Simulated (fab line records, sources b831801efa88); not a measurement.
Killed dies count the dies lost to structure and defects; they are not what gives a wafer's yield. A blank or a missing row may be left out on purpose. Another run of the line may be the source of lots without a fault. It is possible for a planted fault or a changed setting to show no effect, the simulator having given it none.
Matching of chambers / flow sfq line / cmp-01 running SFQ_TRILAYER_I1_CMP_CMP_046: 4 sister chambers
The step polishes SiO2. 8 wafers are shown with their chamber, then 8 later ones without.

== WAFERS, EACH WITH ITS CHAMBER ==
wafer=L941.1; chamber=2; motor current A (A)=9.9; time to endpoint s (s)=212
wafer=L945.6; chamber=3; motor current A (A)=11.5; time to endpoint s (s)=225
wafer=L946.1; chamber=2; motor current A (A)=10.0; time to endpoint s (s)=213
wafer=L946.3; chamber=3; motor current A (A)=11.4; time to endpoint s (s)=212
wafer=L952.3; chamber=0; motor current A (A)=11.4; time to endpoint s (s)=215
wafer=L952.5; chamber=1; motor current A (A)=8.7; time to endpoint s (s)=212
wafer=L952.6; chamber=0; motor current A (A)=11.5; time to endpoint s (s)=217
wafer=L953.1; chamber=1; motor current A (A)=8.7; time to endpoint s (s)=217

== WAFERS WHOSE CHAMBER IS MISSING ==
wafer=L953.2; motor current A (A)=11.1; time to endpoint s (s)=219
wafer=L953.5; motor current A (A)=9.9; time to endpoint s (s)=234
wafer=L955.4; motor current A (A)=10.1; time to endpoint s (s)=215
wafer=L955.1; motor current A (A)=10.7; time to endpoint s (s)=209
wafer=L955.2; motor current A (A)=8.3; time to endpoint s (s)=213
wafer=L956.1; motor current A (A)=10.5; time to endpoint s (s)=211
wafer=L956.2; motor current A (A)=11.7; time to endpoint s (s)=213
wafer=L956.5; motor current A (A)=10.6; time to endpoint s (s)=214

== WHICH CHAMBER EACH ONE RAN IN ==
wafer=L953.2; from the rows above=can't be placed: 3 or 0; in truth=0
wafer=L953.5; from the rows above=2; in truth=2
wafer=L955.4; from the rows above=2; in truth=2
wafer=L955.1; from the rows above=can't be placed: 2 or 0 or 3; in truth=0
wafer=L955.2; from the rows above=1; in truth=1
wafer=L956.1; from the rows above=2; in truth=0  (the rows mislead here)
wafer=L956.2; from the rows above=can't be placed: 0 or 3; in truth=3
wafer=L956.5; from the rows above=2; in truth=2
Correct placement for 4 of the 8. Unplaceable from these rows: 3, with the true chamber sitting among the candidates in 3. Placed wrongly: 1.
How it was worked out, from the rows above alone: a wafer's distance from a chamber is the root of the sum, over the readings, of the square of ((its reading less the chamber's mean) divided by the reading's scatter). If the next closest chamber is less than 2 further off than the closest, the wafer can't be placed; otherwise it belongs to the closest. For every chamber, the mean is computed from those of its wafers that are shown. The scatter: take each reading less its chamber's mean, square it, sum over the shown wafers, divide by the number of wafers less the number of chambers, and take the root.
